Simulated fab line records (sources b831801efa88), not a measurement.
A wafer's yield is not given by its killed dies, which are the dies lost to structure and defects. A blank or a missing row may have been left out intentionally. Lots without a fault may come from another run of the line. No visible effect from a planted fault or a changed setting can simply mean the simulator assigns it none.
fab line records	flow gf180mcu
record: lots: 24	wafers: 72	last-day: 34
route steps=602 shown M1@317 V2@397 M3@414 V3@446 V4@481
lots that met no fault: from a run of the same line without faults
start-h: hours from the record's opening day to when the first of the lot's shown wafers began	wait-h: hours since the lot's step before	" as in the row above	L1.1+2: one row covering several wafers at once	- no value, or no start given	* or withheld: withheld	< > ~ a bound
route shown NAME@n: names a module that has steps shown in the file, with the first one's number in the route	usual: the fault-free wafers' mean and standard deviation	same: alike in all rows	chamber/n: place in a boat	sites: readings site by site	_std_site: standard deviation of those values	_edge_site: mean of outer sites minus mean of inner sites	radius-mm: how far each site lies from the wafer's centre	mask NAME#n: copy n	behind: the last tool/chamber to shape the wafer	hold: why the lot went on hold/how many hours it stayed there/how the hold came to an end	device: the n, p or np transistor that did not switch	end of line: tests of these same wafers at the route's end	step lacking rows: just its recipe	killed: not the wafer's yield, but the dies lost to structure and defects at the first sort	map: per-die view of a wafer (x killed, . not killed, _ where there is no die)
set.NAME: setting as actually run; set.NAME@STEP: the setting as run at that earlier step	model.NAME: the simulator's own value behind a step, which no gauge read
route steps across a sampled set of lots; one table per step, one row per wafer
services: when a tool's chamber went out of use (start-h, in hours from the record's first day, below 0 if earlier), for how many hours, and the reason
== steps ==
step: GF_M1_SPUTTER_02
recipe: material: AlCu	target-thk-nm: 450	power-w: 10600	time-s: 23.9	chamber-pressure-pa: 0.4
usual: throttle-valve-pct: 30.2/1.3
same: time-s: 23.9
lot.wafer	tool	chamber	start-h	wait-h	throttle-valve-pct
L074.1	pvd-sputter-03	-	357.25	0.0	30.1
L074.3	"	-	"	"	30.1
L074.4	"	-	"	"	32.0
L075.4	pvd-sputter-03	-	367.09	0.0	31.0
L075.5	"	-	"	"	31.1
L075.6	"	-	"	"	29.9
L076.1	pvd-sputter-03	-	377.64	0.0	29.9
L076.3	"	-	"	"	31.1
L076.6	"	-	"	"	30.8
L077.1	pvd-sputter-01	-	387.19	0.0	28.6
L077.2	"	-	"	"	30.8
L077.4	"	-	"	"	31.5
L078.1	pvd-sputter-01	-	392.79	0.0	31.5
L078.3	"	-	"	"	30.8
L078.4	"	-	"	"	28.4
L079.2	pvd-sputter-03	-	408.54	0.0	30.2
L079.4	"	-	"	"	29.8
L079.6	"	-	"	"	30.2
L080.1	pvd-sputter-01	-	419.56	0.0	30.7
L080.2	"	-	"	"	28.7
L080.5	"	-	"	"	29.2
L081.2	pvd-sputter-01	-	425.71	0.0	28.8
L081.3	"	-	"	"	31.3
L081.4	"	-	"	"	29.1
L082.1	pvd-sputter-03	-	439.13	0.0	30.0
L082.3	"	-	"	"	32.1
L082.5	"	-	"	"	30.0
L083.1	pvd-sputter-01	-	444.33	0.0	30.9
L083.2	"	-	"	"	28.7
L083.6	"	-	"	"	31.2
L084.1	pvd-sputter-04	-	458.30	0.0	30.2
L084.4	"	-	"	"	27.0
L084.5	"	-	"	"	30.2
L085.2	pvd-sputter-04	-	463.59	0.0	26.8
L085.5	"	-	"	"	29.7
L085.6	"	-	"	"	30.0
L086.1	pvd-sputter-01	-	470.69	0.0	28.8
L086.2	"	-	"	"	31.3
L086.4	"	-	"	"	31.1
L087.1	pvd-sputter-03	-	480.48	0.0	29.9
L087.4	"	-	"	"	32.1
L087.5	"	-	"	"	30.2
L088.1	pvd-sputter-04	-	486.84	0.0	32.1
L088.3	"	-	"	"	30.5
L088.5	"	-	"	"	30.1
L089.3	pvd-sputter-01	-	491.34	0.0	28.5
L089.5	"	-	"	"	28.5
L089.6	"	-	"	"	31.7
L090.1	pvd-sputter-01	-	504.89	0.0	31.6
L090.5	"	-	"	"	29.0
L090.6	"	-	"	"	31.4
L091.1	pvd-sputter-03	-	518.39	0.0	31.7
L091.3	"	-	"	"	29.9
L091.5	"	-	"	"	30.1
L093.4	pvd-sputter-03	-	532.27	0.0	31.1
L093.5	"	-	"	"	31.8
L093.6	"	-	"	"	29.8
L092.3	pvd-sputter-04	-	533.45	0.0	29.9
L092.4	"	-	"	"	26.8
L092.5	"	-	"	"	30.0
L094.1	pvd-sputter-04	-	537.33	0.0	29.9
L094.4	"	-	"	"	32.2
L094.6	"	-	"	"	29.9
L095.1	pvd-sputter-01	-	547.38	0.0	31.6
L095.2	"	-	"	"	28.7
L095.6	"	-	"	"	29.2
L096.2	pvd-sputter-01	-	560.33	0.0	30.8
L096.3	"	-	"	"	29.2
L096.4	"	-	"	"	31.4
L097.3	pvd-sputter-04	-	561.28	0.0	27.1
L097.4	"	-	"	"	27.2
L097.5	"	-	"	"	30.1
step: GF_M1_SPUTTER_04
recipe: material: TiN	target-thk-nm: 50	power-w: 6500	time-s: 41.7	chamber-pressure-pa: 0.4
usual: throttle-valve-pct: 30.2/1.2
same: time-s: 41.7
lot.wafer	tool	chamber	start-h	wait-h	throttle-valve-pct
L074.1	pvd-sputter-03	-	357.30	0.0	30.1
L074.3	"	-	"	"	29.8
L074.4	"	-	"	"	32.2
L075.4	pvd-sputter-03	-	367.14	0.0	30.9
L075.5	"	-	"	"	31.0
L075.6	"	-	"	"	30.1
L076.1	pvd-sputter-03	-	377.69	0.0	29.9
L076.3	"	-	"	"	30.8
L076.6	"	-	"	"	31.0
L077.1	pvd-sputter-01	-	387.24	0.0	28.9
L077.2	"	-	"	"	30.6
L077.4	"	-	"	"	31.5
L078.1	pvd-sputter-01	-	392.84	0.0	31.4
L078.3	"	-	"	"	30.8
L078.4	"	-	"	"	28.8
L079.2	pvd-sputter-03	-	408.59	0.0	30.1
L079.4	"	-	"	"	30.0
L079.6	"	-	"	"	30.0
L080.1	pvd-sputter-01	-	419.61	0.0	30.7
L080.2	"	-	"	"	28.6
L080.5	"	-	"	"	29.4
L081.2	pvd-sputter-01	-	425.76	0.0	28.8
L081.3	"	-	"	"	31.4
L081.4	"	-	"	"	29.3
L082.1	pvd-sputter-03	-	439.18	0.0	29.9
L082.3	"	-	"	"	31.8
L082.5	"	-	"	"	30.1
L083.1	pvd-sputter-01	-	444.38	0.0	30.7
L083.2	"	-	"	"	28.5
L083.6	"	-	"	"	31.5
L084.1	pvd-sputter-04	-	458.36	0.0	30.0
L084.4	"	-	"	"	27.1
L084.5	"	-	"	"	30.2
L085.2	pvd-sputter-04	-	463.64	0.0	27.1
L085.5	"	-	"	"	29.8
L085.6	"	-	"	"	29.9
L086.1	pvd-sputter-01	-	470.74	0.0	28.6
L086.2	"	-	"	"	31.7
L086.4	"	-	"	"	30.8
L087.1	pvd-sputter-03	-	480.53	0.0	29.8
L087.4	"	-	"	"	32.2
L087.5	"	-	"	"	30.3
L088.1	pvd-sputter-04	-	486.90	0.0	32.0
L088.3	"	-	"	"	30.0
L088.5	"	-	"	"	30.2
L089.3	pvd-sputter-01	-	491.39	0.0	28.6
L089.5	"	-	"	"	28.5
L089.6	"	-	"	"	31.3
L090.1	pvd-sputter-01	-	504.94	0.0	31.3
L090.5	"	-	"	"	29.2
L090.6	"	-	"	"	31.5
L091.1	pvd-sputter-03	-	518.44	0.0	32.2
L091.3	"	-	"	"	30.0
L091.5	"	-	"	"	29.9
L093.4	pvd-sputter-03	-	532.32	0.0	30.8
L093.5	"	-	"	"	31.9
L093.6	"	-	"	"	29.7
L092.3	pvd-sputter-04	-	533.50	0.0	30.1
L092.4	"	-	"	"	27.0
L092.5	"	-	"	"	29.9
L094.1	pvd-sputter-04	-	537.38	0.0	30.1
L094.4	"	-	"	"	32.1
L094.6	"	-	"	"	29.9
L095.1	pvd-sputter-01	-	547.43	0.0	31.5
L095.2	"	-	"	"	28.6
L095.6	"	-	"	"	29.2
L096.2	pvd-sputter-01	-	560.38	0.0	30.9
L096.3	"	-	"	"	28.8
L096.4	"	-	"	"	31.5
L097.3	pvd-sputter-04	-	561.33	0.0	27.3
L097.4	"	-	"	"	27.0
L097.5	"	-	"	"	30.3
step: GF_V2_OVL_MEAS_15
usual: V2_OVL: 2/5.1
lot.wafer	tool	chamber	start-h	wait-h	V2_OVL[nm]
L074.1	overlay-01	-	456.88	0.1	2
L074.3	"	-	"	"	0
L074.4	"	-	"	"	-1
L075.4	overlay-01	-	465.29	0.1	-4
L075.5	"	-	"	"	2
L075.6	"	-	"	"	0
L076.1	overlay-02	-	476.83	0.1	1
L076.3	"	-	"	"	9
L076.6	"	-	"	"	5
L077.1	overlay-02	-	487.08	0.1	0
L077.2	"	-	"	"	2
L077.4	"	-	"	"	3
L078.1	overlay-02	-	493.98	0.1	2
L078.3	"	-	"	"	3
L078.4	"	-	"	"	4
L079.2	overlay-02	-	509.98	0.1	4
L079.4	"	-	"	"	5
L079.6	"	-	"	"	2
L080.1	overlay-01	-	520.98	0.1	7
L080.2	"	-	"	"	15
L080.5	"	-	"	"	6
L081.2	overlay-01	-	526.25	0.1	0
L081.3	"	-	"	"	5
L081.4	"	-	"	"	2
L082.1	overlay-02	-	538.88	0.1	1
L082.3	"	-	"	"	-4
L082.5	"	-	"	"	-13
L083.1	overlay-02	-	543.63	0.1	2
L083.2	"	-	"	"	0
L083.6	"	-	"	"	2
L084.1	overlay-02	-	556.38	0.1	5
L084.4	"	-	"	"	3
L084.5	"	-	"	"	5
L085.2	overlay-01	-	561.28	0.1	0
L085.5	"	-	"	"	4
L085.6	"	-	"	"	3
L086.1	overlay-02	-	567.46	0.1	0
L086.2	"	-	"	"	-4
L086.4	"	-	"	"	-2
L087.1	overlay-02	-	576.63	0.1	4
L087.4	"	-	"	"	1
L087.5	"	-	"	"	6
L088.1	overlay-02	-	583.38	0.1	0
L088.3	"	-	"	"	-1
L088.5	"	-	"	"	-7
L089.3	overlay-02	-	586.24	0.1	7
L089.5	"	-	"	"	5
L089.6	"	-	"	"	0
L090.1	overlay-01	-	598.73	0.1	-4
L090.5	"	-	"	"	-9
L090.6	"	-	"	"	0
L091.1	overlay-01	-	611.33	0.1	-2
L091.3	"	-	"	"	2
L091.5	"	-	"	"	-3
L093.4	overlay-01	-	622.99	0.1	-12
L093.5	"	-	"	"	-3
L093.6	"	-	"	"	-10
L092.3	overlay-02	-	623.94	0.1	1
L092.4	"	-	"	"	3
L092.5	"	-	"	"	-4
L094.1	overlay-02	-	628.48	0.1	0
L094.4	"	-	"	"	0
L094.6	"	-	"	"	6
L095.1	overlay-01	-	635.98	0.1	-2
L095.2	"	-	"	"	0
L095.6	"	-	"	"	2
L096.2	overlay-02	-	650.03	0.1	2
L096.3	"	-	"	"	7
L096.4	"	-	"	"	7
L097.3	overlay-02	-	650.74	0.1	-2
L097.4	"	-	"	"	2
L097.5	"	-	"	"	7
step: GF_M3_RS_MEAS_05
recipe: thk-meas-gauge: four-point-probe	reads: TiN_of_M3_SPUTTER_04+Ti_of_M3_SPUTTER_03+AlCu_of_M3_SPUTTER_02+TiN_of_M3_SPUTTER_01+Ti_of_M3_SPUTTER_00
usual: M3_ALCU_RS: 0.0697/0.00061
lot.wafer	tool	chamber	start-h	wait-h	M3_ALCU_RS[ohm/sq]
L074.1	film-metro-03	-	458.51	0.0	0.0699
L074.3	"	-	"	"	0.0699
L074.4	"	-	"	"	0.0693
L075.4	film-metro-03	-	466.95	0.1	0.0703
L075.5	"	-	"	"	0.0709
L075.6	"	-	"	"	0.0705
L076.1	film-metro-02	-	478.44	0.0	0.0694
L076.3	"	-	"	"	0.0702
L076.6	"	-	"	"	0.0694
L077.1	film-metro-03	-	488.70	0.0	0.0697
L077.2	"	-	"	"	0.0701
L077.4	"	-	"	"	0.0697
L078.1	film-metro-03	-	495.60	0.0	0.0695
L078.3	"	-	"	"	0.0691
L078.4	"	-	"	"	0.0696
L079.2	film-metro-03	-	511.61	0.0	0.0696
L079.4	"	-	"	"	0.0702
L079.6	"	-	"	"	0.0697
L080.1	film-metro-01	-	522.62	0.0	0.0701
L080.2	"	-	"	"	0.0694
L080.5	"	-	"	"	0.0700
L081.2	film-metro-02	-	527.97	0.0	0.0701
L081.3	"	-	"	"	0.0703
L081.4	"	-	"	"	0.0705
L082.1	film-metro-03	-	540.49	0.0	0.0689
L082.3	"	-	"	"	0.0685
L082.5	"	-	"	"	0.0692
L083.1	film-metro-01	-	545.24	0.0	0.0712
L083.2	"	-	"	"	0.0709
L083.6	"	-	"	"	0.0709
L084.1	film-metro-02	-	557.99	0.0	0.0692
L084.4	"	-	"	"	0.0701
L084.5	"	-	"	"	0.0703
L085.2	film-metro-01	-	562.91	0.0	0.0685
L085.5	"	-	"	"	0.0696
L085.6	"	-	"	"	0.0689
L086.1	film-metro-01	-	569.11	0.0	0.0690
L086.2	"	-	"	"	0.0695
L086.4	"	-	"	"	0.0694
L087.1	film-metro-02	-	578.27	0.0	0.0694
L087.4	"	-	"	"	0.0694
L087.5	"	-	"	"	0.0688
L088.1	film-metro-01	-	585.05	0.0	0.0693
L088.3	"	-	"	"	0.0696
L088.5	"	-	"	"	0.0694
L089.3	film-metro-03	-	587.91	0.1	0.0690
L089.5	"	-	"	"	0.0697
L089.6	"	-	"	"	0.0695
L090.1	film-metro-03	-	600.35	0.0	0.0688
L090.5	"	-	"	"	0.0691
L090.6	"	-	"	"	0.0695
L091.1	film-metro-02	-	612.95	0.0	0.0703
L091.3	"	-	"	"	0.0708
L091.5	"	-	"	"	0.0703
L093.4	film-metro-03	-	628.13	0.1	0.0691
L093.5	"	-	"	"	0.0691
L093.6	"	-	"	"	0.0684
L092.3	film-metro-02	-	628.43	0.1	0.0690
L092.4	"	-	"	"	0.0694
L092.5	"	-	"	"	0.0692
L094.1	film-metro-03	-	630.65	0.0	0.0702
L094.4	"	-	"	"	0.0707
L094.6	"	-	"	"	0.0700
L095.1	film-metro-01	-	637.99	0.0	0.0696
L095.2	"	-	"	"	0.0699
L095.6	"	-	"	"	0.0695
L096.2	film-metro-01	-	651.67	0.0	0.0693
L096.3	"	-	"	"	0.0689
L096.4	"	-	"	"	0.0694
L097.3	film-metro-02	-	652.81	0.1	0.0700
L097.4	"	-	"	"	0.0697
L097.5	"	-	"	"	0.0698
step: GF_V3_ETCH_17
recipe: chemistry: C4F8/O2/Ar	mask-material: KrF	target: SiO2	stop-on: TiN	source-w: 1500	bias-w: 1200	pressure-mtorr: 40	c4f8-flow-sccm: withheld	O2_flow_sccm: 6	Ar_flow_sccm: 300	time-s: withheld	target-depth-a: 6350
usual: bias-w: 1200/3.3	oes-product-au: 0.856/0.0044
lot.wafer	tool	chamber	start-h	wait-h	bias-w	oes-product-au
L074.1	rie-diel-03	3	-	-	1194	0.856
L074.3	"	1	"	"	1198	0.856
L074.4	"	0	"	"	1200	0.854
L075.4	rie-diel-01	0	-	-	1204	0.854
L075.5	"	1	"	"	1195	0.855
L075.6	"	0	"	"	1199	0.851
L076.1	rie-diel-01	3	-	-	1198	0.861
L076.3	"	2	"	"	1202	0.856
L076.6	"	3	"	"	1203	0.862
L077.1	rie-diel-01	2	-	-	1194	0.851
L077.2	"	3	"	"	1200	0.847
L077.4	"	3	"	"	1203	0.863
L078.1	rie-diel-03	3	-	-	1195	0.853
L078.3	"	0	"	"	1202	0.859
L078.4	"	0	"	"	1201	0.861
L079.2	rie-diel-01	3	-	-	1193	0.853
L079.4	"	2	"	"	1199	0.855
L079.6	"	3	"	"	1195	0.856
L080.1	rie-diel-03	0	-	-	1202	0.851
L080.2	"	2	"	"	1203	0.856
L080.5	"	3	"	"	1199	0.859
L081.2	rie-diel-01	0	-	-	1199	0.859
L081.3	"	2	"	"	1196	0.852
L081.4	"	1	"	"	1199	0.859
L082.1	rie-diel-04	1	-	-	1205	0.862
L082.3	"	0	"	"	1195	0.853
L082.5	"	0	"	"	1205	0.858
L083.1	rie-diel-03	3	-	-	1200	0.854
L083.2	"	1	"	"	1206	0.851
L083.6	"	0	"	"	1197	0.847
L084.1	rie-diel-03	2	-	-	1200	0.853
L084.4	"	2	"	"	1204	0.857
L084.5	"	1	"	"	1203	0.862
L085.2	rie-diel-03	3	-	-	1195	0.853
L085.5	"	2	"	"	1197	0.853
L085.6	"	3	"	"	1195	0.848
L086.1	rie-diel-01	2	-	-	1198	0.848
L086.2	"	0	"	"	1202	0.850
L086.4	"	3	"	"	1198	0.860
L087.1	rie-diel-03	1	-	-	1202	0.862
L087.4	"	2	"	"	1197	0.852
L087.5	"	1	"	"	1201	0.855
L088.1	rie-diel-04	2	-	-	1197	0.846
L088.3	"	0	"	"	1198	0.862
L088.5	"	1	"	"	1203	0.862
L089.3	rie-diel-01	3	-	-	1204	0.853
L089.5	"	0	"	"	1196	0.855
L089.6	"	1	"	"	1198	0.856
L090.1	rie-diel-04	3	-	-	1201	0.855
L090.5	"	0	"	"	1199	0.858
L090.6	"	3	"	"	1203	0.854
L091.1	rie-diel-04	2	-	-	1201	0.858
L091.3	"	1	"	"	1200	0.854
L091.5	"	3	"	"	1202	0.853
L093.4	rie-diel-04	2	-	-	1204	0.859
L093.5	"	3	"	"	1200	0.856
L093.6	"	2	"	"	1202	0.852
L092.3	rie-diel-01	2	-	-	1203	0.858
L092.4	"	0	"	"	1198	0.854
L092.5	"	0	"	"	1201	0.856
L094.1	rie-diel-04	1	-	-	1196	0.859
L094.4	"	3	"	"	1193	0.858
L094.6	"	1	"	"	1202	0.856
L095.1	rie-diel-01	0	-	-	1207	0.859
L095.2	"	3	"	"	1195	0.854
L095.6	"	3	"	"	1196	0.860
L096.2	rie-diel-03	1	-	-	1199	0.852
L096.3	"	0	"	"	1201	0.863
L096.4	"	2	"	"	1204	0.856
L097.3	rie-diel-03	2	-	-	1207	0.855
L097.4	"	0	"	"	1200	0.851
L097.5	"	3	"	"	1200	0.854
step: GF_V4_BOW_MEAS_05
recipe: mode: bow
usual: V4_BOW: 136/9.3
lot.wafer	tool	chamber	start-h	wait-h	V4_BOW[um]
L074.1	film-metro-03	-	534.29	0.1	118
L074.3	"	-	"	"	135
L074.4	"	-	"	"	151
L075.4	film-metro-03	-	542.03	0.2	129
L075.5	"	-	"	"	127
L075.6	"	-	"	"	140
L076.1	film-metro-01	-	553.11	0.1	145
L076.3	"	-	"	"	144
L076.6	"	-	"	"	140
L077.1	film-metro-04	-	562.42	0.2	139
L077.2	"	-	"	"	138
L077.4	"	-	"	"	141
L078.1	film-metro-03	-	567.32	0.2	153
L078.3	"	-	"	"	143
L078.4	"	-	"	"	154
L079.2	film-metro-03	-	583.40	0.2	146
L079.4	"	-	"	"	144
L079.6	"	-	"	"	133
L080.1	film-metro-03	-	593.03	0.1	139
L080.2	"	-	"	"	132
L080.5	"	-	"	"	132
L081.2	film-metro-03	-	597.24	0.2	145
L081.3	"	-	"	"	140
L081.4	"	-	"	"	145
L082.1	film-metro-03	-	609.26	0.1	134
L082.3	"	-	"	"	132
L082.5	"	-	"	"	136
L083.1	film-metro-03	-	614.35	0.1	150
L083.2	"	-	"	"	135
L083.6	"	-	"	"	117
L084.1	film-metro-01	-	628.82	0.3	137
L084.4	"	-	"	"	137
L084.5	"	-	"	"	148
L085.2	film-metro-03	-	631.79	0.1	130
L085.5	"	-	"	"	142
L085.6	"	-	"	"	128
L086.1	film-metro-03	-	635.47	0.1	144
L086.2	"	-	"	"	151
L086.4	"	-	"	"	159
L087.1	film-metro-03	-	647.58	0.1	130
L087.4	"	-	"	"	124
L087.5	"	-	"	"	119
L088.1	film-metro-01	-	652.45	0.1	133
L088.3	"	-	"	"	128
L088.5	"	-	"	"	128
L089.3	film-metro-03	-	655.21	0.2	119
L089.5	"	-	"	"	134
L089.6	"	-	"	"	135
L090.1	film-metro-01	-	668.39	0.2	135
L090.5	"	-	"	"	135
L090.6	"	-	"	"	134
L091.1	film-metro-03	-	678.52	0.2	122
L091.3	"	-	"	"	135
L091.5	"	-	"	"	143
L093.4	film-metro-03	-	690.55	0.3	128
L093.5	"	-	"	"	135
L093.6	"	-	"	"	129
L092.3	film-metro-04	-	691.80	0.2	136
L092.4	"	-	"	"	142
L092.5	"	-	"	"	140
L094.1	film-metro-04	-	692.27	0.1	123
L094.4	"	-	"	"	134
L094.6	"	-	"	"	139
L095.1	film-metro-04	-	700.51	0.1	135
L095.2	"	-	"	"	141
L095.6	"	-	"	"	141
L096.2	film-metro-01	-	712.62	0.2	130
L096.3	"	-	"	"	132
L096.4	"	-	"	"	128
L097.3	film-metro-01	-	713.82	0.1	118
L097.4	"	-	"	"	129
L097.5	"	-	"	"	130
== services ==
tool	chamber	start-h	hours	kind
rie-diel-03	0	348.93	10.4	repair
pvd-sputter-04	-	361.62	33.5	repair
rie-diel-03	0	386.24	3.3	repair
rie-diel-04	-	395.48	15.6	pm
rie-diel-04	1	418.62	9.3	repair
pvd-sputter-01	-	434.88	4.9	repair
pvd-sputter-04	-	437.73	4.5	repair
pvd-sputter-01	-	473.68	1.7	repair
rie-diel-04	0	495.32	41.5	repair
rie-diel-04	1	498.53	4.6	repair
rie-diel-01	0	523.78	6.3	repair
pvd-sputter-04	-	524.49	0.7	repair
pvd-sputter-04	-	530.81	2.1	repair
rie-diel-01	0	534.45	6.8	repair
pvd-sputter-01	2	547.47	-	consumable-replace:kit
pvd-sputter-01	2	547.47	18.0	scheduled-down
pvd-sputter-01	-	568.82	0.5	repair
rie-diel-01	-	583.99	2.8	pm
rie-diel-03	3	599.30	4.8	repair
rie-diel-04	-	604.02	14.6	pm
rie-diel-01	2	638.62	6.2	repair
rie-diel-03	3	679.75	1.6	repair
pvd-sputter-04	-	683.54	5.1	repair
rie-diel-04	3	691.63	4.1	repair
== key ==
fault none
